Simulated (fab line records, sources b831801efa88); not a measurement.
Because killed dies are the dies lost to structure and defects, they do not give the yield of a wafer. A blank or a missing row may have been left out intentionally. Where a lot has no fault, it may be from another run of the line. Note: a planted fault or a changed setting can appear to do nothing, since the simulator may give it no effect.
Which of the tools did it?    flow gf180mcu    6 lots, 18 wafers sampled, at 2 steps of a route of 602

== WHAT EACH GAUGE READ, for each wafer ==
GF_STI_THK_MEAS_04.
lot   measured     on             STI_CVD_03_THK (nm)
L578  day 2 06:26  film_metro-04  207.1 208.1 206.8
L583  day 3 07:32  film_metro-01  208.5 208.4 208.5
L586  day 3 21:34  film_metro-03  207.5 206.5 209.9
L589  day 4 12:31  film_metro-01  205.9 207.5 208.3
L594  day 5 14:54  film_metro-04  207.1 207.0 207.3
L598  day 6 08:34  film_metro-04  206.2 205.5 208.0

== WHICH TOOL RAN EACH LOT (tool, then ch and the chambers of the sampled wafers, then the start) ==
lot   GF_STI_CVD_03
L578  lpcvd-02 ch 0, day 2 04:26
L583  lpcvd-01 ch 0, day 3 05:33
L586  lpcvd-02 ch 0, day 3 18:34
L589  lpcvd-02 ch 1, day 4 10:31
L594  lpcvd-01 ch 0, day 5 11:55
L598  lpcvd-01 ch 1, day 6 06:34
- GF_STI_CVD_03: deposits Si3N4 from DCS/NH3, target thk 207.16 nm, time 3551 s.

== THE ANSWER, worked out from the rows above alone ==
Rule: the lots themselves supply what counts as usual. Put in order of their means at a reading, lots are off if they are a third of the lots or fewer, leave a main group of 4 or more, and stand apart from it by a gap of 3 or more times the standard deviation of the main group's means; of several such gaps the widest counts. A main group whose means are all the same, to the digits that the tables above print for the reading, isn't used. Also off: a lot with no number at a reading for which 4 or more lots have one. Any other lot the step has rows for is counted as sound.
Across all readings shown, no lot is off: no conclusion can be drawn from this.

== WHAT THE SIMULATOR HAD PUT IN ==
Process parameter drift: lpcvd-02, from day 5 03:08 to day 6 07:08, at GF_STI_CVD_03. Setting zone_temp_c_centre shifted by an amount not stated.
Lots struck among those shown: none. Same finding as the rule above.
